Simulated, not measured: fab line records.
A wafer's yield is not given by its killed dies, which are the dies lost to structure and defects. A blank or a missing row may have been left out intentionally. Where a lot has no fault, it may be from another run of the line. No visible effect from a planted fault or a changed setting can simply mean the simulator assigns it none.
A struck lot beside a sound one ; flow sky130 ; 20 steps out of a route of 708
Sound: these wafers, L417.2, L417.3, L417.4. Wafers L424.1, L424.2, L424.3 were the ones struck. At the end, the cause is stated.
For every step that has rows: the tool of each side, followed by ch and its chambers, followed by its first start. Under that, the readings that differ: sound wafers ; struck wafers ; difference of the means ; sigmas: that difference in standard deviations of wafers without a fault.
alike: words and numbers the same on both sides, and readings whose means are apart by under 2 such deviations; not compared: readings that were withheld, readings missing a value for some wafer, numbers with overlapping values and no deviation given by the record, and bounds like >300 which may hide the same value.
The two part at a step that has a row with sigmas, a row that says differs or no value, or rows on one side only. Numbers that have no deviation but don't overlap get no sigmas and don't part them. Lack of a reading on every wafer of one side parts them only where that side has two or more wafers.

first, 1 step without rows for these wafers: SKY_POLY_GATE_CVD_03 (deposits Si3N4 from DCS/NH3, target thk 75 nm, time 1290 s).
SKY_POLY_GATE_THK_MEAS_04:
  struck on filmMetro-02, day 17 13:50; sound on filmMetro-03, day 15 04:26
  alike: POLY_GATE_CVD_03_THK
then, 8 steps without rows for these wafers: SKY_POLY_GATE_DEHYDRATE_05 (time 60 s); SKY_POLY_GATE_HMDS_06 (prime time 60 s); SKY_POLY_GATE_COAT_07 (resist thk 110 nm); SKY_POLY_GATE_COAT_08 (resist thk 450 nm); SKY_POLY_GATE_SOFTBAKE_09 (time 90 s); SKY_POLY_GATE_EXPOSE_10 (exposes mask P1M, target cd 150 nm); SKY_POLY_GATE_PEB_11; SKY_POLY_GATE_DEVELOP_12 (develop time 60 s).
SKY_POLY_GATE_CD_MEAS_13 targets a cd of 150 nm.
  struck on cdSem-02, day 18 19:05; sound on cdSem-02, day 16 08:11
  alike: cdNm
SKY_POLY_GATE_OVL_MEAS_14:
  struck on overlay-01, day 18 19:13; sound on overlay-01, day 16 08:18
  alike: POLY_GATE_OVL
SKY_POLY_GATE_ETCH_15: etches BARC in N2/H2, stops on SiO2, time 118.5 s, target depth 110 nm.
  sound on rieDiel-04 ch 1,2,3, day 16 08:20; struck on rieDiel-04 ch 1,2,3, day 18 19:15
  no value came back on the struck wafers for any of 6 readings (biasW (W), chamberPressureMTorr (mTorr) and others); on the sound wafers biasW (W) reads 99.88 100.30 99.97
reading;sound;struck;difference;sigmas
model.KrF-thick_of_POLY_GATE_COAT_08.thkNm (nm);343.4 344.6 340.9;436.7 435.7 435.9;+93.1;
SKY_POLY_GATE_ETCH_16: etches Si3N4 in CH3F/O2, stops on poly-Si, time 147.5 s, target depth 75 nm.
  sound on rieDiel-04 ch 1,2,3, day 16 08:25; struck on rieDiel-04 ch 1,2,3, day 18 19:20
reading;sound;struck;difference;sigmas
oesProductAu (a.u.);0.642 0.639 0.631;0.372 0.362 0.376;-0.267;-50
throttleValvePct (%);10.519 10.543 10.531;10.494 10.498 10.507;-0.031;-3
  alike: O2_flow_sccm, biasW, drypumpMotorCurrentA
  not compared: rfHoursCounterH
SKY_POLY_GATE_ETCH_17: etches poly-Si in HBr/Cl2, stops on SiO2, target depth 180 nm, time 70.5 s.
  sound on rieSi-01 ch 0,3, day 16 08:31; struck on rieSi-01 ch 0,2,3, day 18 19:26
reading;sound;struck;difference;sigmas
oesProductAu (a.u.);0.984 0.981 0.994;0.276 0.273 0.279;-0.710;-99 or more
model.KrF-thick_of_POLY_GATE_COAT_08.thkNm (nm);138.8 142.6 132.6;233.4 231.2 232.8;+94.5;
  alike: HBr_flow_sccm, biasW, drypumpMotorCurrentA, throttleValvePct
  not compared: rfHoursCounterH
SKY_POLY_GATE_STRIP_18: strips in O2/N2.
  sound on plasmaAsher-01 ch 0,1, day 16 08:34; struck on plasmaAsher-01 ch 0,1, day 18 19:29
reading;sound;struck;difference;sigmas
oesProductAu (a.u.);0.355 0.367 0.357;0.404 0.391 0.402;+0.039;+8
stripTimeToEndpointS (s);3.15 3.19 3.08;4.17 4.16 4.17;+1.03;+24
  alike: drypumpMotorCurrentA
  not compared: rfHoursCounterH
then, 2 steps without rows for these wafers: SKY_POLY_GATE_CLEAN_19 (cleans in SC1/SC2, time 150 s); SKY_POLY_GATE_OXIDATION_20 (stabilise 600 s, purge 300 s, target thk 4 nm).
SKY_POLY_GATE_CD_MEAS_22:
  struck on cdSem-01, day 18 22:25; sound on cdSem-02, day 16 11:55
reading;sound;struck;difference;sigmas
cdNm (nm);150.9 148.7 151.1;- - -;no value on the struck wafers;
then, 1 step without rows for these wafers: SKY_LDD_N_DEHYDRATE_00 (time 60 s).

WHERE THEY PART
Earliest at SKY_POLY_GATE_ETCH_15; latest, in this record, at SKY_POLY_GATE_CD_MEAS_22.

WHY: the cause the simulator had injected
Step skipped in full: rieDiel-04, at SKY_POLY_GATE_ETCH_15, from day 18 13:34 onward. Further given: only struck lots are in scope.
